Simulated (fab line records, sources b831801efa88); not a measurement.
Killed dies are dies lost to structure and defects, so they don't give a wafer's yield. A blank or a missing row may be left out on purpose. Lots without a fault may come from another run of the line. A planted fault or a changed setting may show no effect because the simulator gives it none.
fab line records | flow sky130
record lots=6 wafers=18 last_day=50
route steps=708 shown LDD_N@249 LDD_P@255 PAD_OPEN@708
lots that met no fault: from a run of the same line without faults
start_h: hours from the record's first day to the start of the lot's first wafer shown | wait_h: hours since the lot's step before | " the same as in the row above | L1.1+2: a row that stands for several wafers | - no value, or no start given | * or withheld: withheld | < > ~ a bound
route shown NAME@n: a module of which the file shows steps, and the number in the route of the first | usual: mean/standard deviation of fault-free wafers | same: alike in all rows | chamber/n: place in a boat | sites: the reading at each site | _std_site: their standard deviation | _edge_site: outer sites' mean less inner sites' | radius_mm: how far each site lies from the wafer's centre | mask NAME#n: copy n | behind: the tool/chamber that last shaped the wafer | hold: why the lot was held/for how many hours/how that ended | device: the transistor (n, p or np) that didn't switch | end of line: the same wafers' tests at the end of the route | a step without rows: its recipe alone | killed: dies lost to structure and defects at the first sort, not the wafer's yield | map: a wafer's dies, x killed, . not, _ none there
set.NAME: the setting as run; set.NAME@STEP: as run at that earlier step | model.NAME: the simulator's own value behind a step, which no gauge read
lots at some steps of the route; a table a step, a row a wafer
services: from which hour (start_h, from the record's first day; less than 0 if before it) a tool's chamber was out of use, for how many hours, and why
## steps
# step SKY_LDD_N_IMPLANT_12
# recipe species=BF2 energy_kev=50 dose_cm2=5e+12 tilt_deg=30 rotation_deg=0
# step SKY_LDD_N_IMPLANT_13
# recipe species=BF2 energy_kev=50 dose_cm2=5e+12 tilt_deg=30 rotation_deg=90
# step SKY_LDD_N_IMPLANT_14
# recipe species=BF2 energy_kev=50 dose_cm2=5e+12 tilt_deg=30 rotation_deg=180
# step SKY_LDD_N_IMPLANT_15
# recipe species=BF2 energy_kev=50 dose_cm2=5e+12 tilt_deg=30 rotation_deg=270
# step SKY_LDD_N_STRIP_16
# recipe chemistry=O2/N2 power_w=1400 pressure_mtorr=1500 platen_temp_c=withheld o2_flow_sccm=3000 n2_flow_sccm=300 overash_fraction=0.5
# usual drypump_motor_current_A=5.7/0.36 oes_product_au=0.407/0.0047 strip_time_to_endpoint_s=4.318/0.015
# columns lot.wafer tool chamber start_h wait_h drypump_motor_current_A oes_product_au rf_hours_counter_h strip_time_to_endpoint_s
L413.3 plasma_asher-03 0 416.11 0.1 6.1 0.401 - 4.321
L413.4 " 1 " " 5.7 0.405 - 4.311
L413.6 " 1 " " 5.7 0.414 - 4.329
L421.1 plasma_asher-03 0 501.81 0.1 6.2 0.402 84 4.304
L421.3 " 1 " " 5.7 0.404 - 4.308
L421.4 " 0 " " 6.2 0.405 - 4.298
L424.4 plasma_asher-02 0 541.61 0.1 5.3 0.405 - 4.323
L424.5 " 0 " " 5.3 0.406 - 4.313
L424.6 " 1 " " 5.9 0.402 - 4.344
L427.2 plasma_asher-02 0 559.36 0.1 5.3 0.407 44 4.340
L427.3 " 0 " " 5.3 0.410 - 4.344
L427.6 " 0 " " 5.3 0.405 - 4.332
L433.2 plasma_asher-02 1 598.77 0.1 5.9 0.410 48 4.328
L433.5 " 0 " " 5.3 0.401 - 4.328
L433.6 " 1 " " 5.9 0.406 - 4.330
L432.1 plasma_asher-03 1 602.86 0.1 5.7 0.401 93 4.312
L432.4 " 0 " " 6.2 0.397 - 4.300
L432.6 " 0 " " 6.2 0.409 - 4.320
# step SKY_LDD_N_TW_MEAS_17
# usual LDD_N_TW=2582/49
# columns lot.wafer tool chamber start_h wait_h LDD_N_TW
L413.3 film_metro-03 - 416.20 0.1 2612
L413.4 " - " " 2613
L413.6 " - " " 2620
L421.1 film_metro-03 - 501.91 0.1 2634
L421.3 " - " " 2630
L421.4 " - " " 2642
L424.4 film_metro-02 - 541.71 0.1 2599
L424.5 " - " " 2599
L424.6 " - " " 2612
L427.2 film_metro-02 - 559.47 0.1 2581
L427.3 " - " " 2600
L427.6 " - " " 2585
L433.2 film_metro-01 - 598.88 0.1 2494
L433.5 " - " " 2494
L433.6 " - " " 2499
L432.1 film_metro-03 - 602.96 0.1 2616
L432.4 " - " " 2618
L432.6 " - " " 2619
# step SKY_LDD_P_DEHYDRATE_00
# recipe temp_c=200 time_s=60
# step SKY_LDD_P_HMDS_01
# recipe prime_time_s=60 prime_temp_c=120
# step SKY_LDD_P_COAT_02
# recipe resist=NOVOLAK spin_rpm=2956 resist_thk_nm=1140
# step SKY_LDD_P_SOFTBAKE_03
# recipe temp_c=90 time_s=60 resist=NOVOLAK
# step SKY_LDD_P_EXPOSE_04
# recipe mask_id=PSDM na=0.6 source_shape=conventional sigma_outer=0.6 polarization=unpolarized target_cd_nm=380 dose_mj=138
# step SKY_LDD_P_PEB_05
# recipe temp_c=withheld time_s=* resist=NOVOLAK
# step SKY_LDD_P_DEVELOP_06
# recipe resist=NOVOLAK developer=TMAH develop_time_s=60 dev_temp_c=23
# usual chill_plate_temp_C=23.02/0.1 developer_temp_C=23.00/0.085
# same develop_time_s=60
# columns lot.wafer tool chamber start_h wait_h chill_plate_temp_C developer_temp_C
L413.3 litho_track-03 0 446.94 0.1 22.93 23.00
L413.4 " 0 " " 23.09 22.99
L413.6 " 0 " " 23.00 22.97
L421.1 litho_track-03 0 532.14 0.1 23.17 22.98
L421.3 " 0 " " 23.04 23.00
L421.4 " 0 " " 23.11 22.92
L424.4 litho_track-01 0 571.20 0.1 22.86 22.98
L424.5 " 0 " " 23.07 22.91
L424.6 " 0 " " 23.03 23.02
L427.2 litho_track-03 0 588.01 0.1 22.94 22.90
L427.3 " 0 " " 23.00 22.95
L427.6 " 0 " " 23.02 23.02
L433.2 litho_track-03 0 626.96 0.1 23.07 22.31
L433.5 " 0 " " 22.80 22.24
L433.6 " 0 " " 22.92 22.28
L432.1 litho_track-03 0 631.24 0.1 23.02 22.34
L432.4 " 0 " " 23.15 22.22
L432.6 " 0 " " 22.85 22.33
# step SKY_LDD_P_CD_MEAS_07
# recipe target_cd_nm=380
# usual cd_nm=378.8/2.5
# columns lot.wafer tool chamber start_h wait_h cd_nm
L413.3 cd_sem-02 - 447.08 0.1 382.4
L413.4 " - " " 382.6
L413.6 " - " " 381.1
L421.1 cd_sem-01 - 532.29 0.1 380.7
L421.3 " - " " 377.9
L421.4 " - " " 379.4
L424.4 cd_sem-01 - 571.33 0.1 381.6
L424.5 " - " " 383.4
L424.6 " - " " 380.1
L427.2 cd_sem-01 - 588.16 0.1 383.0
L427.3 " - " " 380.3
L427.6 " - " " 383.5
L433.2 cd_sem-02 - 627.11 0.1 387.7
L433.5 " - " " 384.8
L433.6 " - " " 386.6
L432.1 cd_sem-02 - 631.39 0.1 378.3
L432.4 " - " " 381.5
L432.6 " - " " 380.6
# step SKY_PAD_OPEN_PROBE_99
# usual killed_at_M0_to_M3=44/7.6 killed_at_M4_up=3.2/1.7 killed_at_contacts=24/5.7 killed_at_front_end=16/3.9 killed_at_other=0.2/0.45 killed_dies=87/9.5 killed_open=47/6.9 killed_short=40/5.8
# same gross_dies=492 killed_at_back_side=0
# columns lot.wafer tool chamber start_h wait_h killed_at_M0_to_M3 killed_at_M4_up killed_at_contacts killed_at_front_end killed_at_other killed_dies killed_open killed_short
L413.3 prober-01 - 1082.26 0.2 50 1 21 16 0 88 48 40
L413.4 prober-01 - 1082.31 0.2 45 1 25 15 0 86 52 34
L413.6 prober-01 - 1082.41 0.2 43 5 23 14 0 85 45 40
L421.1 prober-01 - 1132.14 0.1 33 1 20 13 0 67 36 31
L421.3 prober-01 - 1132.24 0.2 34 3 15 18 0 70 40 30
L421.4 prober-01 - 1132.29 0.2 47 3 18 15 0 83 45 38
L424.4 prober-02 - 1163.32 0.2 42 4 32 23 1 102 68 34
L424.5 prober-02 - 1163.37 0.2 47 5 27 20 0 99 46 53
L424.6 prober-02 - 1163.42 0.2 54 2 30 14 0 100 56 44
L427.2 prober-01 - 1175.71 0.1 35 3 17 13 0 68 37 31
L427.3 prober-01 - 1175.76 0.2 58 2 14 10 0 84 44 40
L427.6 prober-01 - 1175.91 0.2 46 4 23 13 0 86 47 39
L432.1 prober-02 - 1196.04 0.1 39 3 31 17 0 90 49 41
L432.4 prober-02 - 1196.19 0.2 43 5 16 14 1 79 42 37
L432.6 prober-02 - 1196.29 0.2 28 3 28 9 0 68 41 27
L433.2 prober-01 - 1198.41 0.1 33 5 23 15 0 76 35 41
L433.5 prober-01 - 1198.56 0.2 42 6 22 14 0 84 39 45
L433.6 prober-01 - 1198.61 0.2 39 4 22 19 0 84 45 39
# killed by level:class
L413.3 VIA1:geometric_particle:open=12 CONTACT:geometric_particle:open=8 VIA1:geometric_particle:short=7 VIA3:geometric_particle:open=7 VIA2:geometric_particle:open=7 CONTACT:geometric_particle:short=6 METAL1:geometric_particle:short=6 LI_CONTACT:geometric_particle:open=5
L413.4 VIA1:geometric_particle:open=13 CONTACT:geometric_particle:open=10 VIA2:geometric_particle:open=8 LI_CONTACT:geometric_particle:open=7 METAL2:geometric_particle:short=5 METAL1:geometric_particle:short=4 VIA1:geometric_particle:short=4 FIELD_ISO:geometric_particle:short=3
L413.6 CONTACT:geometric_particle:open=10 VIA1:geometric_particle:open=9 METAL1:geometric_particle:short=8 METAL2:geometric_particle:short=7 LI_CONTACT:geometric_particle:open=6 VIA2:geometric_particle:open=6 POLY_GATE:geometric_particle:open=4 POLY_GATE:geometric_particle:short=4
L421.1 LI_CONTACT:geometric_particle:open=8 CONTACT:geometric_particle:short=6 FIELD_ISO:geometric_particle:short=5 VIA1:geometric_particle:open=5 VIA2:geometric_particle:open=5 VIA1:geometric_particle:short=4 METAL2:geometric_particle:short=4 VIA3:geometric_particle:open=4
L421.3 VIA1:geometric_particle:open=8 CONTACT:geometric_particle:open=6 FIELD_ISO:geometric_particle:open=5 LI_CONTACT:geometric_particle:open=4 METAL2:geometric_particle:short=4 VIA2:geometric_particle:short=4 METAL3:geometric_particle:short=4 FIELD_ISO:geometric_particle:short=3
L421.4 VIA1:geometric_particle:open=11 VIA3:geometric_particle:open=8 LI_CONTACT:geometric_particle:open=7 METAL1:geometric_particle:short=6 FIELD_ISO:geometric_particle:open=5 CONTACT:geometric_particle:short=5 VIA1:geometric_particle:short=4 VIA2:geometric_particle:open=4
L424.4 LI_CONTACT:geometric_particle:open=11 CONTACT:geometric_particle:open=10 VIA1:geometric_particle:open=9 FIELD_ISO:geometric_particle:open=7 VIA2:geometric_particle:open=7 FIELD_ISO:geometric_particle:short=6 VIA3:geometric_particle:open=6 METAL1:geometric_particle:short=5
L424.5 VIA1:geometric_particle:open=15 CONTACT:geometric_particle:open=8 VIA2:geometric_particle:open=7 METAL2:geometric_particle:short=7 LOCAL_INTERCONNECT:geometric_particle:short=6 FIELD_ISO:geometric_particle:short=5 POLY_GATE:geometric_particle:short=5 CONTACT:geometric_particle:short=5
L424.6 LI_CONTACT:geometric_particle:open=11 VIA3:geometric_particle:open=11 CONTACT:geometric_particle:open=9 VIA1:geometric_particle:open=9 METAL2:geometric_particle:short=8 LOCAL_INTERCONNECT:geometric_particle:short=7 VIA3:geometric_particle:short=6 POLY_GATE:geometric_particle:short=5
L427.2 VIA1:geometric_particle:open=8 VIA1:geometric_particle:short=6 VIA3:geometric_particle:open=6 CONTACT:geometric_particle:open=5 FIELD_ISO:geometric_particle:short=4 LI_CONTACT:geometric_particle:open=4 METAL1:geometric_particle:short=4 POLY_GATE:geometric_particle:open=3
L427.3 VIA1:geometric_particle:open=14 VIA3:geometric_particle:open=8 METAL1:geometric_particle:short=8 VIA2:geometric_particle:open=7 METAL2:geometric_particle:short=6 METAL3:geometric_particle:short=4 LI_CONTACT:geometric_particle:open=4 CONTACT:geometric_particle:open=4
L427.6 VIA1:geometric_particle:open=12 CONTACT:geometric_particle:open=11 VIA2:geometric_particle:short=5 LI_CONTACT:geometric_particle:open=5 VIA1:geometric_particle:short=5 VIA2:geometric_particle:open=5 FIELD_ISO:geometric_particle:open=4 LOCAL_INTERCONNECT:geometric_particle:short=4
L432.1 CONTACT:geometric_particle:open=15 METAL1:geometric_particle:short=9 FIELD_ISO:geometric_particle:open=8 LI_CONTACT:geometric_particle:open=8 VIA1:geometric_particle:open=8 METAL2:geometric_particle:short=6 CONTACT:geometric_particle:short=4 VIA1:geometric_particle:short=4
L432.4 VIA1:geometric_particle:open=15 CONTACT:geometric_particle:open=10 METAL1:geometric_particle:short=7 VIA2:geometric_particle:short=5 FIELD_ISO:geometric_particle:open=4 VIA3:geometric_particle:short=4 FIELD_ISO:geometric_particle:short=3 SPACER:geometric_particle:open=3
L432.6 CONTACT:geometric_particle:open=9 LI_CONTACT:geometric_particle:open=8 VIA1:geometric_particle:open=6 METAL1:geometric_particle:short=5 CONTACT:geometric_particle:short=4 VIA2:geometric_particle:open=4 FIELD_ISO:geometric_particle:short=3 POLY_GATE:geometric_particle:open=3
L433.2 VIA1:geometric_particle:open=9 CONTACT:geometric_particle:open=8 POLY_GATE:geometric_particle:short=6 CONTACT:geometric_particle:short=6 METAL2:geometric_particle:short=5 LOCAL_INTERCONNECT:geometric_particle:short=4 METAL1:geometric_particle:short=4 POLY_GATE:geometric_particle:open=3
L433.5 CONTACT:geometric_particle:open=8 VIA1:geometric_particle:open=7 METAL2:geometric_particle:short=7 VIA2:geometric_particle:open=6 LOCAL_INTERCONNECT:geometric_particle:short=6 METAL1:geometric_particle:short=5 FIELD_ISO:geometric_particle:short=4 VIA2:geometric_particle:short=4
L433.6 VIA3:geometric_particle:open=9 VIA1:geometric_particle:open=7 POLY_GATE:geometric_particle:open=6 CONTACT:geometric_particle:short=6 FIELD_ISO:geometric_particle:open=5 LI_CONTACT:geometric_particle:open=5 CONTACT:geometric_particle:open=5 VIA1:geometric_particle:short=5
## services
# columns tool chamber start_h hours kind
plasma_asher-03 - 396.56 2.8 pm
plasma_asher-03 - 519.62 1.0 repair
plasma_asher-02 - 533.13 1.2 repair
plasma_asher-03 - 547.39 15.6 pm
plasma_asher-03 - 596.56 2.9 repair
plasma_asher-02 - 614.61 1.3 repair
## key
first_sign step=SKY_LDD_P_DEVELOP_06 reading=developer_temp_C direction=down sigmas=8.3 usual=* struck=*
effect step=SKY_LDD_P_CD_MEAS_07 reading=cd_nm direction=up sigmas=1.8 usual=378.8 struck=383.2
met_at SKY_LDD_P_DEVELOP_06
struck_wafers L432.1,L432.4,L432.6,L433.2,L433.5,L433.6
tester_left_out L432,L433
onset_between 588.01 626.96
fault kind=process_parameter_drift tool=litho_track-03 chamber=- onset_h=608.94 steps=SKY_LDD_P_DEVELOP_06 channel=dev_temp_c offset=* shape=step end_h=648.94 acts_in=* stated=*
# tester_left_out: of these lots the tester's yield and bins aren't shown, on N5 and GAA mostly nor the transistor test; their killed dies are dies lost to structure and defects alone, not to doping, threshold or leakage, so they don't give the yield
